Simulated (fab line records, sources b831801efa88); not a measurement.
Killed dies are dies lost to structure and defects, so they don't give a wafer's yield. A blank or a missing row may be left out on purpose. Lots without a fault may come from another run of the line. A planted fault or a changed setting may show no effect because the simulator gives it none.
Which tool did it? | flow sky130 | 13 lots, 36 wafers sampled, at 3 steps of a route of 708

WHAT THE GAUGES READ, wafer by wafer
SKY_SONOS_ONO_THK_MEAS_01.
lot  | measured     | on            | SONOS_ONO_OXIDATION_THK (nm)
L122 | day 11 19:55 | film_metro-02 | 2.55 2.58 2.64
L123 | day 12 08:32 | film_metro-04 | 2.53 2.57 2.57
L130 | day 14 04:25 | film_metro-04 | 2.64 2.54
L131 | day 14 12:02 | film_metro-04 | 2.56 2.63
L133 | day 15 02:25 | film_metro-02 | 2.62 2.57
L135 | day 15 17:32 | film_metro-03 | 2.70 2.63 2.64
L139 | day 17 00:33 | film_metro-04 | 2.61 2.58 2.59
L140 | day 17 12:23 | film_metro-03 | 2.55 2.59 2.64
L141 | day 17 15:00 | film_metro-02 | 2.53 2.52 2.57
L142 | day 18 02:13 | film_metro-04 | 2.62 2.62 2.60
L143 | day 18 12:57 | film_metro-02 | 2.63 2.65 2.65
L144 | day 18 17:39 | film_metro-04 | 2.59 2.59 2.59
L145 | day 18 21:56 | film_metro-03 | 2.71 2.68 2.68

SKY_SONOS_ONO_THK_MEAS_03.
lot  | measured     | on            | SONOS_ONO_CVD_02_THK (nm)
L122 | day 11 21:34 | film_metro-02 | 10.61 10.70 10.69
L123 | day 12 10:53 | film_metro-03 | 10.59 10.66 10.66
L130 | day 14 06:03 | film_metro-04 | 10.59 10.55
L131 | day 14 14:52 | film_metro-04 | 10.64 10.42
L133 | day 15 05:31 | film_metro-04 | 10.42 10.33
L135 | day 15 18:41 | film_metro-04 | 10.45 10.45 10.52
L139 | day 17 02:19 | film_metro-02 | 10.50 10.46 10.56
L140 | day 17 13:35 | film_metro-03 | 10.84 10.70 10.63
L141 | day 17 16:33 | film_metro-03 | 10.44 10.40 10.55
L142 | day 18 03:19 | film_metro-02 | 10.77 10.58 10.66
L143 | day 18 15:35 | film_metro-03 | 10.42 10.38 10.35
L144 | day 18 18:46 | film_metro-02 | 10.42 10.38 10.44
L145 | day 18 23:02 | film_metro-04 | 10.79 10.58 10.57

SKY_SONOS_ONO_THK_MEAS_05.
lot  | measured     | on            | SONOS_ONO_CVD_04_THK (nm)
L122 | day 11 22:52 | film_metro-03 | 5.79 5.87 5.80
L123 | day 12 12:50 | film_metro-04 | 5.99 5.91 6.02
L130 | day 14 07:22 | film_metro-03 | 5.72 5.62
L131 | day 14 16:11 | film_metro-02 | 5.80 5.76
L133 | day 15 06:49 | film_metro-02 | 5.95 5.95
L135 | day 15 19:59 | film_metro-04 | 5.77 5.70 5.79
L139 | day 17 03:37 | film_metro-03 | 5.53 5.63 5.58
L140 | day 17 14:53 | film_metro-03 | 5.62 5.53 5.47
L141 | day 17 17:52 | film_metro-02 | 5.89 5.84 5.81
L142 | day 18 04:38 | film_metro-04 | 5.62 5.76 5.63
L143 | day 18 17:31 | film_metro-02 | 5.62 5.63 5.67
L144 | day 18 20:41 | film_metro-02 | 5.57 5.59 5.61
L145 | day 19 00:21 | film_metro-03 | 5.63 5.82 5.61

WHICH TOOL RAN EACH LOT (tool, then ch and the chambers of the sampled wafers, then the start)
The record holds no process step before these readings.

WHAT THE TOOLS THEMSELVES READ (means of the sampled wafers that have a number; where no wafer has one, the mark that the record gives instead)
The record holds no such reading with a usual standard deviation.

THE ANSWER, worked out from the rows above alone
Rule: what is usual is taken from the lots themselves. Put in order of their means at a reading, lots are off if they are a third of the lots or fewer, leave a main group of 4 or more, and stand apart from it by a gap of 3 or more times the standard deviation of the main group's means; of several such gaps the widest counts. A main group whose means are all the same, to the digits that the tables above print for the reading, isn't used. A lot without any number at a reading at which 4 lots or more have one is off too. The other lots that the step has rows for count as sound. The gauges are gone through in route order, then the tools' own readings, and for those a lot's mean is taken as printed above. The first step at which some lot is off is used, and at that step the reading that is off furthest; a lot without a number counts as furthest.
No lot is off at any reading shown: from this, nothing can be told.

WHAT THE SIMULATOR HAD PUT IN
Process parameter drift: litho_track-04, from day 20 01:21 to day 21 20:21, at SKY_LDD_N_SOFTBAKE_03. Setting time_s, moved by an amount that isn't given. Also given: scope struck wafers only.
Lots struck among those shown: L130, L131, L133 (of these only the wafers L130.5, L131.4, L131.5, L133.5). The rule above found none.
